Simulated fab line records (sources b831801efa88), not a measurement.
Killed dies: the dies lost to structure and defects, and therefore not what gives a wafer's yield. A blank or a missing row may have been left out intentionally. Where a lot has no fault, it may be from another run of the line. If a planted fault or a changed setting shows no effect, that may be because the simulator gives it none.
fab line records	flow sky130
record: lots: 12	wafers: 36	last-day: 51
route steps=708 shown VT_ADJUST_LVTN@117 VT_ADJUST_HVTR@139 SONOS_TUNNEL@163 SONOS_ONO@169 PAD_OPEN@708
lots with no fault: from the same line, run without faults
start-h: hours from the record's first day to the start of the lot's first wafer shown	wait-h: time in hours since the lot's previous step	" as in the row above	L1.1+2: a single row standing in for several wafers	- no value, or no start given	* or withheld: withheld	< > ~ a bound
route shown NAME@n: NAME is a module with steps in the file, n the number in the route of the first one	usual: average and standard deviation across the fault-free wafers	same: alike in all rows	chamber/n: place in a boat	sites: readings site by site	_std_site: their standard deviation	_edge_site: inner sites' mean taken away from outer sites' mean	radius-mm: for every site, how far away it sits from the centre of the wafer	mask NAME#n: copy n	behind: tool/chamber where the wafer was last shaped	hold: why the lot went on hold/how many hours it stayed there/how the hold came to an end	device: the n, p or np transistor that did not switch	end of line: the tests these same wafers got at the end of their route	a step with no rows: only its recipe	killed: not the wafer's yield, but the dies lost to structure and defects at the first sort	map: the dies of a wafer, with x for killed, . for not killed, _ for no die there
set.NAME: setting as actually run; set.NAME@STEP: the setting as run at that earlier step	model.NAME: the simulator's own value behind a step, which no gauge read
a sample of lots followed through the steps of the route, with each step as a table and each wafer as a row
services: when a tool's chamber went out of use (start-h, in hours from the record's first day, below 0 if earlier), for how many hours, and the reason
== steps ==
step: SKY_VT_ADJUST_LVTN_STRIP_20
recipe: chemistry: O2/N2	power-w: 1400	pressure-mtorr: 1500	platen-temp-c: withheld	o2-flow-sccm: 3000	n2-flow-sccm: 300	overash-fraction: 0.5
usual: drypump-motor-current-A: 5.8/0.64	oes-product-au: 0.716/0.0044	strip-time-to-endpoint-s: 14.19/0.04
lot.wafer	tool	chamber	start-h	wait-h	drypump-motor-current-A	oes-product-au	rf-hours-counter-h	strip-time-to-endpoint-s
L414.1	plasma-asher-02	0	175.29	0.1	4.8	0.723	6	14.22
L414.3	"	1	"	"	6.7	0.722	-	14.21
L414.4	"	0	"	"	4.8	0.712	-	14.21
L416.1	plasma-asher-02	0	191.29	0.1	4.8	0.709	8	14.22
L416.2	"	1	"	"	6.7	0.719	8	14.19
L416.5	"	0	"	"	4.8	0.720	-	14.22
L418.2	plasma-asher-04	1	209.99	0.1	5.4	0.714	48	14.18
L418.3	"	1	"	"	5.4	0.725	-	14.15
L418.6	"	1	"	"	5.4	0.718	-	14.18
L420.2	plasma-asher-02	1	223.59	0.1	6.7	0.711	11	14.20
L420.3	"	0	"	"	4.8	0.710	-	14.21
L420.5	"	0	"	"	4.8	0.708	-	14.17
L421.1	plasma-asher-04	0	227.79	0.1	5.8	0.709	50	14.19
L421.3	"	1	"	"	5.4	0.717	-	14.21
L421.6	"	0	"	"	5.8	0.711	-	14.16
L422.2	plasma-asher-02	1	232.39	0.1	6.8	0.717	12	14.12
L422.4	"	0	"	"	4.8	0.721	-	14.16
L422.6	"	1	"	"	6.7	0.719	-	14.16
L426.3	plasma-asher-01	0	269.77	0.1	5.8	0.724	-	14.26
L426.4	"	1	"	"	6.6	0.716	-	14.25
L426.6	"	1	"	"	6.6	0.719	-	14.25
L427.3	plasma-asher-01	0	271.92	0.1	5.8	0.713	-	14.19
L427.4	"	1	"	"	6.6	0.715	-	14.17
L427.6	"	0	"	"	5.8	0.717	-	14.15
L431.1	plasma-asher-02	1	299.94	0.1	6.6	0.719	17	14.20
L431.3	"	0	"	"	4.9	0.717	-	14.20
L431.4	"	1	"	"	6.6	0.712	-	14.19
L434.1	plasma-asher-01	1	314.39	0.1	6.6	0.719	62	14.20
L434.2	"	0	"	"	5.8	0.710	62	14.28
L434.4	"	1	"	"	6.6	0.712	-	14.21
L435.2	plasma-asher-04	0	324.99	0.1	5.8	0.718	61	14.18
L435.3	"	1	"	"	5.4	0.713	-	14.17
L435.6	"	1	"	"	5.4	0.716	-	14.20
L436.1	plasma-asher-04	0	329.34	0.1	5.8	0.713	61	14.24
L436.2	"	1	"	"	5.4	0.711	61	14.17
L436.3	"	0	"	"	5.8	0.714	-	14.23
step: SKY_VT_ADJUST_HVTR_OVL_MEAS_08
usual: VT_ADJUST_HVTR_OVL: 0.3/1.2
lot.wafer	tool	chamber	start-h	wait-h	VT_ADJUST_HVTR_OVL[nm]
L414.1	overlay-01	-	220.20	0.1	-1.7
L414.3	"	-	"	"	-1.0
L414.4	"	-	"	"	-1.5
L416.1	overlay-02	-	235.87	0.1	1.7
L416.2	"	-	"	"	1.8
L416.5	"	-	"	"	0.0
L418.2	overlay-01	-	258.18	0.1	1.0
L418.3	"	-	"	"	1.4
L418.6	"	-	"	"	1.6
L420.2	overlay-01	-	273.33	0.1	0.0
L420.3	"	-	"	"	-1.7
L420.5	"	-	"	"	-0.7
L421.1	overlay-01	-	275.80	0.1	-0.5
L421.3	"	-	"	"	0.2
L421.6	"	-	"	"	-0.2
L422.2	overlay-02	-	281.58	0.1	1.4
L422.4	"	-	"	"	0.1
L422.6	"	-	"	"	-0.4
L426.3	overlay-01	-	322.23	0.1	-2.1
L426.4	"	-	"	"	-0.1
L426.6	"	-	"	"	2.0
L427.3	overlay-02	-	325.58	0.1	1.2
L427.4	"	-	"	"	-0.4
L427.6	"	-	"	"	-0.5
L431.1	overlay-02	-	355.42	0.1	1.9
L431.3	"	-	"	"	1.8
L431.4	"	-	"	"	0.4
L434.1	overlay-02	-	372.13	0.1	0.8
L434.2	"	-	"	"	0.5
L434.4	"	-	"	"	-0.2
L435.2	overlay-01	-	383.11	0.1	1.6
L435.3	"	-	"	"	0.3
L435.6	"	-	"	"	1.3
L436.1	overlay-01	-	388.35	0.1	2.3
L436.2	"	-	"	"	-0.3
L436.3	"	-	"	"	-0.3
step: SKY_SONOS_TUNNEL_IMPLANT_09
recipe: species: B	energy-kev: 20	dose-cm2: 1e+12	tilt-deg: withheld
usual: dose-ions-cm2: 9.999e+11/1.1e+09	faraday-current-uA: 5.65/0.11
lot.wafer	tool	chamber	start-h	wait-h	dose-ions-cm2	faraday-current-uA
L414.1	implanter-04	0	269.21	0.0	9.986e+11	5.41
L414.3	"	0	"	"	9.985e+11	5.70
L414.4	"	0	"	"	9.983e+11	5.47
L416.1	implanter-02	0	285.59	0.1	1.0011e+12	5.59
L416.2	"	0	"	"	1.0007e+12	5.48
L416.5	"	0	"	"	9.992e+11	5.69
L418.2	implanter-02	0	309.43	0.0	9.998e+11	5.64
L418.3	"	0	"	"	1.0009e+12	5.76
L418.6	"	0	"	"	1e+12	5.50
L420.2	implanter-02	0	326.29	0.0	1.001e+12	5.67
L420.3	"	0	"	"	1.0008e+12	5.55
L420.5	"	0	"	"	9.984e+11	5.58
L421.1	implanter-01	0	329.96	0.0	1.0007e+12	5.61
L421.3	"	0	"	"	1.0002e+12	5.70
L421.6	"	0	"	"	9.994e+11	5.67
L422.2	implanter-04	0	337.03	0.0	1.0014e+12	5.50
L422.4	"	0	"	"	9.992e+11	5.56
L422.6	"	0	"	"	1.0002e+12	5.64
L426.3	implanter-02	0	381.01	0.1	1.0003e+12	5.80
L426.4	"	0	"	"	9.975e+11	5.65
L426.6	"	0	"	"	1.0005e+12	5.74
L427.3	implanter-02	0	384.16	0.1	4.188e+11	2.31
L427.4	"	0	"	"	4.183e+11	2.41
L427.6	"	0	"	"	4.195e+11	2.24
L431.1	implanter-02	0	417.01	0.0	4.187e+11	2.34
L431.3	"	0	"	"	4.184e+11	2.33
L431.4	"	0	"	"	4.19e+11	2.34
L434.1	implanter-01	0	435.31	0.0	1.0004e+12	5.63
L434.2	"	0	"	"	9.997e+11	5.62
L434.4	"	0	"	"	1.0004e+12	5.54
L435.2	implanter-04	0	447.44	0.0	1.0011e+12	5.71
L435.3	"	0	"	"	9.997e+11	5.74
L435.6	"	0	"	"	1.0003e+12	5.65
L436.1	implanter-04	0	452.56	0.0	9.997e+11	5.81
L436.2	"	0	"	"	9.988e+11	5.61
L436.3	"	0	"	"	9.974e+11	5.84
step: SKY_SONOS_TUNNEL_TW_MEAS_12
usual: SONOS_TUNNEL_TW: 197.2/1.6
lot.wafer	tool	chamber	start-h	wait-h	SONOS_TUNNEL_TW
L414.1	film-metro-02	-	269.65	0.0	199.1
L414.3	"	-	"	"	199.0
L414.4	"	-	"	"	198.1
L416.1	film-metro-04	-	286.04	0.0	198.0
L416.2	"	-	"	"	199.4
L416.5	"	-	"	"	198.7
L418.2	film-metro-02	-	309.83	0.0	197.5
L418.3	"	-	"	"	197.6
L418.6	"	-	"	"	198.0
L420.2	film-metro-04	-	326.68	0.0	197.7
L420.3	"	-	"	"	197.5
L420.5	"	-	"	"	197.8
L421.1	film-metro-01	-	330.38	0.0	195.4
L421.3	"	-	"	"	195.6
L421.6	"	-	"	"	195.8
L422.2	film-metro-04	-	337.43	0.0	198.6
L422.4	"	-	"	"	197.6
L422.6	"	-	"	"	199.0
L426.3	film-metro-02	-	381.39	0.0	198.5
L426.4	"	-	"	"	198.7
L426.6	"	-	"	"	198.8
L427.3	film-metro-02	-	384.54	0.0	155.7
L427.4	"	-	"	"	157.0
L427.6	"	-	"	"	156.3
L431.1	film-metro-02	-	417.42	0.0	156.1
L431.3	"	-	"	"	157.1
L431.4	"	-	"	"	156.4
L434.1	film-metro-02	-	435.73	0.0	198.8
L434.2	"	-	"	"	199.0
L434.4	"	-	"	"	197.6
L435.2	film-metro-01	-	447.87	0.0	195.1
L435.3	"	-	"	"	195.0
L435.6	"	-	"	"	194.4
L436.1	film-metro-01	-	453.28	0.0	193.5
L436.2	"	-	"	"	195.5
L436.3	"	-	"	"	194.7
step: SKY_SONOS_ONO_THK_MEAS_01
recipe: reads: SiO2_of_SONOS_ONO_OXIDATION_00
usual: SONOS_ONO_OXIDATION_THK: 2.60/0.069
lot.wafer	tool	chamber	start-h	wait-h	SONOS_ONO_OXIDATION_THK[nm]
L414.1	film-metro-01	-	272.62	0.0	2.71
L414.3	"	-	"	"	2.65
L414.4	"	-	"	"	2.78
L416.1	film-metro-02	-	289.00	0.0	2.49
L416.2	"	-	"	"	2.52
L416.5	"	-	"	"	2.50
L418.2	film-metro-03	-	312.03	0.0	2.52
L418.3	"	-	"	"	2.52
L418.6	"	-	"	"	2.52
L420.2	film-metro-02	-	328.11	0.0	2.63
L420.3	"	-	"	"	2.72
L420.5	"	-	"	"	2.67
L421.1	film-metro-02	-	331.80	0.0	2.59
L421.3	"	-	"	"	2.58
L421.6	"	-	"	"	2.62
L422.2	film-metro-02	-	338.89	0.0	2.47
L422.4	"	-	"	"	2.50
L422.6	"	-	"	"	2.39
L426.3	film-metro-03	-	383.38	0.0	2.69
L426.4	"	-	"	"	2.63
L426.6	"	-	"	"	2.56
L427.3	film-metro-01	-	385.97	0.0	2.67
L427.4	"	-	"	"	2.58
L427.6	"	-	"	"	2.63
L431.1	film-metro-03	-	418.86	0.0	2.62
L431.3	"	-	"	"	2.74
L431.4	"	-	"	"	2.74
L434.1	film-metro-01	-	439.43	0.0	2.58
L434.2	"	-	"	"	2.51
L434.4	"	-	"	"	2.63
L435.2	film-metro-03	-	449.41	0.0	2.53
L435.3	"	-	"	"	2.53
L435.6	"	-	"	"	2.57
L436.1	film-metro-03	-	454.71	0.0	2.60
L436.2	"	-	"	"	2.67
L436.3	"	-	"	"	2.65
step: SKY_PAD_OPEN_PROBE_99
usual: killed_at_M0_to_M3: 43/6.4	killed_at_M4_up: 3.3/1.9	killed-at-contacts: 24/5.7	killed-at-front-end: 15/4.7	killed-at-other: 0.3/0.48	killed-dies: 86/9.2	killed-on-rim: 17/3.4	killed-open: 47/7	killed-short: 39/6.5
same: gross-dies: 492	killed-at-back-side: 0
lot.wafer	tool	chamber	start-h	wait-h	killed_at_M0_to_M3	killed_at_M4_up	killed-at-contacts	killed-at-front-end	killed-at-other	killed-dies	killed-on-rim	killed-open	killed-short
L421.1	prober-02	-	1169.49	0.1	58	1	19	11	0	89	16	51	38
L421.3	prober-02	-	1169.59	0.2	46	2	15	10	0	73	11	41	32
L421.6	prober-02	-	1169.74	0.2	46	5	25	15	0	91	19	44	47
L426.3	prober-02	-	1195.82	0.2	45	5	26	18	0	94	19	50	44
L426.4	prober-02	-	1195.87	0.2	43	1	20	26	0	90	17	50	40
L426.6	prober-02	-	1195.97	0.2	34	7	16	12	0	69	15	37	32
L431.1	prober-02	-	1208.66	0.1	48	5	19	13	0	85	15	42	43
L431.3	prober-02	-	1208.76	0.2	55	4	31	11	0	101	22	63	38
L431.4	prober-02	-	1208.81	0.2	61	4	26	13	0	104	24	57	47
L434.1	prober-01	-	1223.05	0.1	31	5	18	21	0	75	18	36	39
L434.2	prober-01	-	1223.10	0.1	45	6	22	17	0	90	22	42	48
L434.4	prober-01	-	1223.20	0.2	38	6	24	13	0	81	9	41	40
L435.2	prober-02	-	1224.88	0.1	42	5	19	8	2	76	14	36	39
L435.3	prober-02	-	1224.93	0.2	41	3	25	15	0	84	14	49	35
L435.6	prober-02	-	1225.08	0.2	37	3	30	15	0	85	21	43	41
L436.1	prober-01	-	1228.77	0.1	54	3	21	14	0	92	21	46	46
L436.2	prober-01	-	1228.82	0.1	39	3	27	16	0	85	13	46	39
L436.3	prober-01	-	1228.87	0.2	43	3	23	18	0	87	20	42	45
killed by level:class
L421.1 CONTACT:geometric-particle:open=13 VIA1:geometric-particle:open=13 VIA2:geometric-particle:open=9 METAL1:geometric-particle:short=8 VIA1:geometric-particle:short=8 METAL2:geometric-particle:short=6 POLY_GATE:geometric-particle:open=4 VIA3:geometric-particle:short=4
L421.3 VIA3:geometric-particle:open=10 METAL1:geometric-particle:short=9 VIA2:geometric-particle:open=9 CONTACT:geometric-particle:short=5 VIA1:geometric-particle:open=5 METAL2:geometric-particle:short=5 CONTACT:geometric-particle:open=4 SPACER:geometric-particle:open=3
L421.6 CONTACT:geometric-particle:open=10 VIA3:geometric-particle:open=7 FIELD_ISO:geometric-particle:open=6 VIA3:geometric-particle:short=6 LOCAL_INTERCONNECT:geometric-particle:short=5 METAL1:geometric-particle:short=5 METAL1:geometric-particle:open=5 VIA2:geometric-particle:short=5
L426.3 VIA1:geometric-particle:open=14 LOCAL_INTERCONNECT:geometric-particle:short=7 CONTACT:geometric-particle:open=7 LI_CONTACT:geometric-particle:open=6 VIA2:geometric-particle:open=6 POLY_GATE:geometric-particle:short=5 METAL2:geometric-particle:short=5 VIA3:geometric-particle:short=4
L426.4 POLY_GATE:geometric-particle:open=11 METAL1:geometric-particle:short=8 VIA1:geometric-particle:open=7 CONTACT:geometric-particle:open=7 FIELD_ISO:geometric-particle:open=5 LI_CONTACT:geometric-particle:open=5 VIA3:geometric-particle:open=5 VIA3:geometric-particle:short=5
L426.6 VIA1:geometric-particle:open=9 CONTACT:geometric-particle:open=7 POLY_GATE:geometric-particle:short=5 VIA2:geometric-particle:open=5 VIA3:geometric-particle:open=5 VIA1:geometric-particle:short=4 METAL2:geometric-particle:short=4 LI_CONTACT:geometric-particle:open=3
L431.1 VIA1:geometric-particle:open=12 VIA1:geometric-particle:short=11 LI_CONTACT:geometric-particle:open=8 METAL1:geometric-particle:short=6 VIA3:geometric-particle:open=6 FIELD_ISO:geometric-particle:short=5 CONTACT:geometric-particle:open=4 VIA2:geometric-particle:open=4
L431.3 VIA1:geometric-particle:open=20 CONTACT:geometric-particle:open=13 LI_CONTACT:geometric-particle:open=9 VIA2:geometric-particle:open=6 VIA2:geometric-particle:short=5 LOCAL_INTERCONNECT:geometric-particle:short=5 METAL1:geometric-particle:short=5 VIA3:geometric-particle:open=5
L431.4 VIA1:geometric-particle:open=15 CONTACT:geometric-particle:open=12 VIA2:geometric-particle:open=11 VIA1:geometric-particle:short=10 LI_CONTACT:geometric-particle:short=6 METAL1:geometric-particle:short=6 VIA3:geometric-particle:open=6 FIELD_ISO:geometric-particle:short=4
L434.1 FIELD_ISO:geometric-particle:short=7 LOCAL_INTERCONNECT:geometric-particle:short=7 VIA2:geometric-particle:open=7 CONTACT:geometric-particle:open=6 VIA1:geometric-particle:open=5 FIELD_ISO:geometric-particle:open=4 POLY_GATE:geometric-particle:short=4 METAL1:geometric-particle:short=4
L434.2 VIA2:geometric-particle:open=8 LI_CONTACT:geometric-particle:open=7 CONTACT:geometric-particle:open=7 VIA1:geometric-particle:open=7 VIA1:geometric-particle:short=7 METAL4:geometric-particle:short=6 FIELD_ISO:geometric-particle:short=5 VIA3:geometric-particle:short=5
L434.4 VIA1:geometric-particle:open=10 CONTACT:geometric-particle:open=8 LOCAL_INTERCONNECT:geometric-particle:short=6 VIA1:geometric-particle:short=6 POLY_GATE:geometric-particle:short=5 VIA3:geometric-particle:open=5 FIELD_ISO:geometric-particle:open=4 METAL2:geometric-particle:short=4
L435.2 VIA1:geometric-particle:open=9 LI_CONTACT:geometric-particle:open=7 LOCAL_INTERCONNECT:geometric-particle:short=7 VIA1:geometric-particle:short=7 METAL2:geometric-particle:short=5 VIA3:geometric-particle:short=5 VIA3:geometric-particle:open=5 METAL1:geometric-particle:short=4
L435.3 VIA1:geometric-particle:open=12 CONTACT:geometric-particle:open=9 LI_CONTACT:geometric-particle:open=7 VIA3:geometric-particle:open=6 VIA2:geometric-particle:open=5 FIELD_ISO:geometric-particle:short=4 POLY_GATE:geometric-particle:open=4 VIA1:geometric-particle:short=4
L435.6 CONTACT:geometric-particle:open=14 VIA1:geometric-particle:open=11 LOCAL_INTERCONNECT:geometric-particle:short=7 POLY_GATE:geometric-particle:short=5 METAL2:geometric-particle:short=5 VIA3:geometric-particle:short=5 VIA3:geometric-particle:open=4 METAL2:geometric-particle:open=4
L436.1 VIA1:geometric-particle:open=13 LI_CONTACT:geometric-particle:open=9 METAL2:geometric-particle:short=9 CONTACT:geometric-particle:open=7 VIA2:geometric-particle:short=6 VIA2:geometric-particle:open=6 VIA1:geometric-particle:short=5 POLY_GATE:geometric-particle:open=4
L436.2 LI_CONTACT:geometric-particle:open=11 VIA1:geometric-particle:open=9 CONTACT:geometric-particle:open=8 METAL2:geometric-particle:short=7 VIA1:geometric-particle:short=6 FIELD_ISO:geometric-particle:short=5 POLY_GATE:geometric-particle:short=4 LOCAL_INTERCONNECT:geometric-particle:short=4
L436.3 VIA1:geometric-particle:open=14 VIA1:geometric-particle:short=9 FIELD_ISO:geometric-particle:short=7 CONTACT:geometric-particle:open=7 CONTACT:geometric-particle:short=6 METAL2:geometric-particle:short=6 FIELD_ISO:geometric-particle:open=5 VIA2:geometric-particle:open=4
== services ==
tool	chamber	start-h	hours	kind
implanter-01	-	168.49	0.8	repair
plasma-asher-01	-	178.50	0.4	repair
implanter-02	-	181.80	13.8	repair
implanter-02	-	212.57	6.1	repair
implanter-02	-	233.23	7.2	repair
plasma-asher-02	-	266.19	15.6	pm
plasma-asher-01	-	272.22	4.3	repair
plasma-asher-01	-	316.64	2.8	pm
implanter-04	-	324.27	1.2	repair
plasma-asher-04	-	330.89	15.8	repair
implanter-04	-	354.12	2.8	pm
implanter-04	-	374.68	3.8	repair
implanter-02	-	375.50	3.5	pm
plasma-asher-04	-	390.58	0.3	repair
plasma-asher-04	-	421.25	9.0	pm
plasma-asher-04	0	421.25	9.0	vent-cycle
plasma-asher-04	1	421.25	9.0	vent-cycle
implanter-04	-	422.28	1.0	repair
plasma-asher-04	0	430.25	-	clean
plasma-asher-04	1	430.25	-	clean
implanter-02	-	440.61	5.4	repair
== key ==
first-sign: step: SKY_SONOS_TUNNEL_IMPLANT_09	reading: dose-ions-cm2	direction: down	sigmas: 99+	usual: *	struck: *
effect: step: SKY_SONOS_TUNNEL_IMPLANT_09	reading: faraday-current-uA	direction: down	sigmas: 31	usual: 5.65	struck: 2.33
effect: step: SKY_SONOS_TUNNEL_TW_MEAS_12	reading: SONOS_TUNNEL_TW	direction: down	sigmas: 25	usual: 197.2	struck: 156.4
met-at SKY_SONOS_TUNNEL_IMPLANT_09
struck-lots L427,L431
tester-left-out L427,L431
not-acting-at SKY_VT_ADJUST_LVTN_STRIP_20,SKY_VT_ADJUST_HVTR_OVL_MEAS_08,SKY_SONOS_ONO_THK_MEAS_01
onset-between 381.01 384.16
fault: kind: process-parameter-drift	tool: implanter-02	chamber: -	onset-h: 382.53	steps: SKY_SONOS_TUNNEL_IMPLANT_09	channel: dose-cm2	offset: *	shape: step	end-h: 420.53	acts-in: *	stated: *
tester-left-out: of these lots the tester's yield and bins aren't shown, on N5 and GAA mostly nor the transistor test; their killed dies are dies lost to structure and defects alone, not to doping, threshold or leakage, so they don't give the yield
